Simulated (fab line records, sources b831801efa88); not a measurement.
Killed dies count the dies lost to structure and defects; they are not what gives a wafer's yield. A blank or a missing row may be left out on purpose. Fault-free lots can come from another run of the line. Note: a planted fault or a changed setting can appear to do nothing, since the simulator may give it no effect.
A lot that was struck, set against a sound lot / flow sky130 / 22 out of 708 route steps
Sound: these wafers, L489.1, L489.2, L489.4. Wafers L497.3, L497.5, L497.6 were the ones struck. The cause comes at the end.
At each step with rows: each side's tool, then ch and its chambers, then its first start. Under that, the readings that differ: sound wafers / struck wafers / difference of the means / sigmas: that difference in standard deviations of wafers without a fault.
alike: words and numbers the same on both sides, and readings whose means are apart by under 2 such deviations; not compared: readings that were withheld, readings missing a value for some wafer, numbers with overlapping values and no deviation given by the record, and bounds like >300 which may hide the same value.
Wherever a step has rows on one side only, a row that says differs or no value, or a row with sigmas, the two part there. Non-overlapping numbers with no deviation appear without sigmas and do not part them. A reading that every wafer of one side lacks parts them only if that side has two wafers or more.

first, 1 step without rows for these wafers: SKY_POLY_GATE_OXIDATION_20 (stabilise 600 s, purge 300 s, target thk 4 nm).
SKY_POLY_GATE_THK_MEAS_21:
  struck on film_metro-02, day 23 04:07; sound on film_metro-04, day 19 19:01
  alike: POLY_GATE_OXIDATION_THK
SKY_POLY_GATE_CD_MEAS_22:
  struck on cd_sem-01, day 23 04:13; sound on cd_sem-01, day 19 19:04
  alike: cd_nm
then, 7 steps without rows for these wafers: SKY_LDD_N_DEHYDRATE_00 (time 60 s); SKY_LDD_N_HMDS_01 (prime time 60 s); SKY_LDD_N_COAT_02 (resist thk 300 nm); SKY_LDD_N_SOFTBAKE_03 (time 60 s); SKY_LDD_N_EXPOSE_04 (exposes mask NTM, target cd 840 nm); SKY_LDD_N_PEB_05; SKY_LDD_N_DEVELOP_06 (develop time 60 s).
SKY_LDD_N_OVL_MEAS_07:
  struck on overlay-01, day 24 10:01; sound on overlay-02, day 21 01:42
  alike: LDD_N_OVL
after that, 1 step had no rows for these wafers: SKY_LDD_N_IMPLANT_08.
SKY_LDD_N_IMPLANT_09:
  sound on implanter-01 ch 0, day 21 01:53; struck on implanter-02 ch 0, day 24 10:14
reading=dose_ions_cm2; sound=7.499e+13 7.501e+13 7.519e+13; struck=4.428e+13 4.431e+13 4.432e+13; difference=-3.076e+13; sigmas=-99 or more
reading=faraday_current_uA; sound=433 447 439; struck=255 260 244; difference=-187; sigmas=-22
  alike: end_station_pressure_torr
then, 6 steps without rows for these wafers: SKY_LDD_N_IMPLANT_10; SKY_LDD_N_IMPLANT_11; SKY_LDD_N_IMPLANT_12; SKY_LDD_N_IMPLANT_13; SKY_LDD_N_IMPLANT_14; SKY_LDD_N_IMPLANT_15.
SKY_LDD_N_STRIP_16: strips in O2/N2.
  sound on plasma_asher-03 ch 0,1, day 21 02:56; struck on plasma_asher-04 ch 0,1, day 24 11:16
reading=strip_time_to_endpoint_s (s); sound=4.304 4.313 4.299; struck=4.239 4.229 4.237; difference=-0.070; sigmas=-5
  alike: chamber_pressure_mTorr, drypump_motor_current_A, n2_flow_sccm, oes_product_au
  not compared: rf_hours_counter_h
SKY_LDD_N_TW_MEAS_17:
  struck on film_metro-03, day 24 11:21; sound on film_metro-01, day 21 03:02
reading=LDD_N_TW; sound=2661 2654 2651; struck=2555 2578 2588; difference=-82; sigmas=-3
-- the record jumps here: 26 days lie between the struck wafers' starts before and after (it left off in module LDD_N and takes up again in module PAD_OPEN, whose first step shown is number 708 of the route) --
SKY_PAD_OPEN_PROBE_99:
  struck on prober-01, day 49 23:52; sound on prober-01, day 47 22:35
reading=killed_open; sound=59 52 60; struck=41 36 44; difference=-17; sigmas=-2
reading=model.etest.tip_n.rs_ohm_sq; sound=439.1 440.1 437.5; struck=473.6 478.1 479.4; difference=+38.1; sigmas=
  alike: killed_at_M0_to_M3, killed_at_M4_up, killed_at_contacts, killed_at_front_end, killed_at_other, killed_dies, killed_on_rim, killed_short

WHERE THEY PART
Last at SKY_PAD_OPEN_PROBE_99 as far as this record goes, first at SKY_LDD_N_IMPLANT_09.

WHY: the cause the simulator had injected
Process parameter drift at SKY_LDD_N_IMPLANT_09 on implanter-02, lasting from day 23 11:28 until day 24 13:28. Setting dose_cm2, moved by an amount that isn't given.
